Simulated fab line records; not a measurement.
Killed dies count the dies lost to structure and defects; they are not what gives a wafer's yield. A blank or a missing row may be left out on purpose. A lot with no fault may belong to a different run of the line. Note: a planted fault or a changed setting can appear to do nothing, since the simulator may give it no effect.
One fault seen from 2 desks ; flow sky130 ; each desk has only its own numbers; what lay behind them comes last

AT THE METROLOGY DESK
Means of the sampled wafers that have a number, per lot and without regard to the tool the lot ran on: this is what the gauges read. Any lot whose mean is over 4 standard deviations away from the usual mean is out of limits and marked OUT; that distance is given in the brackets.
Columns: A = cdNm at SKY_SONOS_ONO_CD_MEAS_13, usual 409.3 nm; B = cdNm at SKY_SD_N_CD_MEAS_07, usual 379.8 nm; C = SD_N_OVL at SKY_SD_N_OVL_MEAS_08, usual -0.1 nm; D = RES_XHIGH_RS at SKY_SD_N_RS_MEAS_18, usual 329.4 ohm/sq
lot;first seen here;A;B;C;D
L526;day 12 12:25;405.9;379.5;-0.8;329.9
L527;day 13 00:02;409.3;381.5;-1.7;329.7
L528;day 13 03:14;408.2;378.0;0.3;328.7
L529;day 13 14:30;407.6;380.7;1.1;329.1
L530;day 14 01:32;410.6;379.9;0.8;332.9
L535;day 15 20:29;406.9;378.4;1.9;330.0
L538;day 17 01:32;409.9;378.5;311.7 (+99 or more) OUT;329.2
L539;day 17 07:53;410.8;378.6;2.5;328.9
L540;day 17 13:32;406.0;380.2;310.8 (+99 or more) OUT;328.0
L542;day 18 08:28;407.4;384.6;0.1;327.8
L544;day 18 23:02;409.2;381.2;2.6;329.8
L548;day 20 11:59;409.8;381.0;0.0;329.8
This desk's finding: out of limits on L538, L540; first on L538, day 32 06:57 (SD_N_OVL at SKY_SD_N_OVL_MEAS_08). Within limits: L526, L527, L528, L529, L530, L535, L539, L542, L544, L548.

FOR THE TOOL OWNER'S DESK: ilineStepper-02
The tool's own readings at SKY_SD_N_EXPOSE_04 (exposes mask NSDM, target cd 380 nm): means of the sampled wafers that have a number, for each lot that ran on this tool. Any lot whose mean is over 4 standard deviations away from the usual mean is out of limits and marked OUT; that distance is given in the brackets.
Columns: A = exposureDoseMJCm2 at SKY_SD_N_EXPOSE_04, usual 140.87; B = reticleTempC at SKY_SD_N_EXPOSE_04, usual 23.02 C
lot;first seen here;A;B
L527;day 27 13:04;140.87;22.80
L528;day 27 19:35;140.79;22.85
L538;day 31 17:06;140.83;22.98
L540;day 32 09:57;140.85;22.98
This desk found nothing out of limits on any of the 4 lots.

PUT TOGETHER
At day 32 06:57 the metrology desk could have sounded an alarm, on L538, L540.
Nothing out of limits was seen by the tool owner's desk.
On record at the tool owner's desk: L538, L540, within its limits.
The lots listed all ran SKY_SD_N_EXPOSE_04 on ilineStepper-02.

WHAT THE SIMULATOR HAD INSERTED
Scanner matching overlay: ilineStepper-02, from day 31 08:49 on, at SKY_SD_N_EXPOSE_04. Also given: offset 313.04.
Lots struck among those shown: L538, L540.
Hours from the fault's start to each desk's first reading out of limits: the metrology desk, 22.
